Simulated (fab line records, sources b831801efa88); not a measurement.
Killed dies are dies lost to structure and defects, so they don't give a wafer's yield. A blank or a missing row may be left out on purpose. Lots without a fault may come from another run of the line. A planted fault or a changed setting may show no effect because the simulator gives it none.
Chamber matching | flow sky130 | SKY_VIA3_ETCH_14 on rie_diel-04: 4 sister chambers
The step etches BARC in N2/H2, stops on SiO2, time 45.9 s, target depth 60 nm. 16 wafers are shown with their chamber, then 8 later ones without.

WAFERS WITH THEIR CHAMBER
wafer  | chamber | drypump_motor_current_A (A) | throttle_valve_pct (%) | chamber_pressure_mTorr (mTorr)
L078.1 | 1       | 5.4                         | 13.230                 | 29.964
L078.3 | 0       | 5.5                         | 13.222                 | 30.014
L078.4 | 2       | 6.2                         | 13.225                 | 30.014
L076.1 | 0       | 5.5                         | 13.231                 | 29.978
L076.4 | 2       | 6.2                         | 13.214                 | 29.992
L076.5 | 2       | 6.2                         | 13.218                 | 29.987
L082.3 | 1       | 5.4                         | 13.212                 | 29.993
L082.4 | 2       | 6.2                         | 13.227                 | 29.986
L082.5 | 3       | 6.1                         | 13.213                 | 29.993
L083.3 | 0       | 5.5                         | 13.204                 | 29.931
L083.5 | 3       | 6.0                         | 13.213                 | 30.040
L083.6 | 0       | 5.5                         | 13.234                 | 30.000
L085.1 | 0       | 5.5                         | 13.231                 | 30.008
L085.3 | 3       | 6.0                         | 13.209                 | 29.990
L085.5 | 2       | 6.2                         | 13.241                 | 29.997
L086.1 | 2       | 6.2                         | 13.218                 | 29.984

SIGNATURES (means of the wafers above)
reading                 | chamber 0 | chamber 1 | chamber 2 | chamber 3 | scatter within a chamber
drypump_motor_current_A | 5.500     | 5.400     | 6.200     | 6.033     | 0.0236
throttle_valve_pct      | 13.22440  | 13.22100  | 13.22383  | 13.21167  | 0.0102
chamber_pressure_mTorr  | 29.98620  | 29.97850  | 29.99333  | 30.00767  | 0.0244
Rule: a wafer's distance from a chamber is the root of the sum, over the readings, of the square of ((its reading less the chamber's mean) divided by the reading's scatter). The wafer belongs to the nearest chamber; if the next one is less than 2 further off, it can't be placed. The scatter: the root of (the sum of the squares of (reading less its chamber's mean) over the shown wafers, divided by (wafers less chambers)).

WAFERS WITHOUT THEIR CHAMBER
wafer  | drypump_motor_current_A (A) | throttle_valve_pct (%) | chamber_pressure_mTorr (mTorr)
L086.3 | 6.0                         | 13.225                 | 29.980
L086.5 | 5.4                         | 13.220                 | 29.986
L087.3 | 5.5                         | 13.237                 | 30.014
L087.4 | 6.2                         | 13.227                 | 29.982
L087.6 | 6.0                         | 13.227                 | 30.003
L094.2 | 5.5                         | 13.217                 | 29.975
L094.3 | 6.1                         | 13.230                 | 30.027
L094.4 | 5.4                         | 13.234                 | 29.995

WHICH CHAMBER EACH WENT THROUGH
wafer  | from the rows above     | in truth
L086.3 | 3                       | 3
L086.5 | 1                       | 1
L087.3 | 0                       | 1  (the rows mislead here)
L087.4 | 2                       | 2
L087.6 | 3                       | 3
L094.2 | 0                       | 0
L094.3 | can't be placed: 3 or 2 | 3
L094.4 | 1                       | 1
Placed correctly: 6 of 8. Can't be placed from these rows: 1 (the true chamber is among the candidates in 1). Placed wrongly: 1.
